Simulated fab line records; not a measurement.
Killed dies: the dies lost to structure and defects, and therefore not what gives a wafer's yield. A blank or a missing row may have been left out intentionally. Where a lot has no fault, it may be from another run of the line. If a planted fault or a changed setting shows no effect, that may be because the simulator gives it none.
Split-lot trial | flow sfq line | 23 wafers read from 5 lots, route of 325 steps

ON THE SPLIT
At SFQ_TRILAYER_INCOMING_OXIDATION_002 (target thk 500 nm, ox time 4939 s), the setting temp c was moved away from the recipe's 1000 C on 15 of the 23 wafers read, by -2.9% to +2.9%. The other wafers ran this setting at the recipe's value.

The split's own step is where the reading is taken.

THE READING
SiO2_of_TRILAYER_INCOMING_OXIDATION_002.thk nm (the simulator's own value, which no gauge read), in nm, at SFQ_TRILAYER_INCOMING_OXIDATION_002 (target thk 500 nm, ox time 4939 s). The file gives no usual value for it. Across the 8 wafers here that went through the recipe, the average is 507.2 nm and the standard deviation 9.7 nm.

wafer  | tool, chamber at the split | temp c as run, C | against the recipe | SiO2_of_TRILAYER_INCOMING_OXIDATION_002.thk nm, nm | against lot-mates on the recipe
L074.1 | -, -                       | 1015             | +1.5%              | 563.4                                              | no lot-mate on the recipe
L074.2 | -, -                       | 1015             | +1.5%              | 566.6                                              | no lot-mate on the recipe
L074.3 | -, -                       | 1015             | +1.5%              | 556.1                                              | no lot-mate on the recipe
L074.4 | -, -                       | 1015             | +1.5%              | 565.6                                              | no lot-mate on the recipe
L074.5 | -, -                       | 1015             | +1.5%              | 565.9                                              | no lot-mate on the recipe
L077.1 | -, -                       | 1000             | recipe             | 512.4                                              | -
L077.3 | -, -                       | 1000             | recipe             | 514.9                                              | -
L077.4 | -, -                       | 1000             | recipe             | 513.6                                              | -
L077.5 | -, -                       | 1000             | recipe             | 517.5                                              | -
L077.6 | -, -                       | 1000             | recipe             | 512.8                                              | -
L078.1 | -, -                       | 971              | -2.9%              | 392.5                                              | no lot-mate on the recipe
L078.2 | -, -                       | 971              | -2.9%              | 395.4                                              | no lot-mate on the recipe
L078.3 | -, -                       | 971              | -2.9%              | 393.3                                              | no lot-mate on the recipe
L078.5 | -, -                       | 971              | -2.9%              | 396.4                                              | no lot-mate on the recipe
L078.6 | -, -                       | 971              | -2.9%              | 399.4                                              | no lot-mate on the recipe
L080.2 | furnace-02, 0              | 1000             | recipe             | 497.1                                              | -
L080.5 | furnace-02, 0              | 1000             | recipe             | 488.9                                              | -
L080.6 | furnace-02, 0              | 1000             | recipe             | 500.3                                              | -
L083.1 | -, -                       | 1029             | +2.9%              | 599.1                                              | no lot-mate on the recipe
L083.2 | -, -                       | 1029             | +2.9%              | 612.2                                              | no lot-mate on the recipe
L083.3 | -, -                       | 1029             | +2.9%              | 602.2                                              | no lot-mate on the recipe
L083.5 | -, -                       | 1029             | +2.9%              | 609.8                                              | no lot-mate on the recipe
L083.6 | -, -                       | 1029             | +2.9%              | 604.8                                              | no lot-mate on the recipe

THE FIT
A straight line over all 23 wafers: SiO2_of_TRILAYER_INCOMING_OXIDATION_002.thk nm changes by +36.6 nm for each +1% of temp c; r = +0.99; the points scatter about the line by 7.8 nm.
Too few moved wafers have a lot-mate on the recipe to fit a line with each lot's own level taken away.

THE FILE'S OWN FIT
SiO2_of_TRILAYER_INCOMING_OXIDATION_002.thk nm changes by +36.6 nm for each +1% of temp c, r = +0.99.
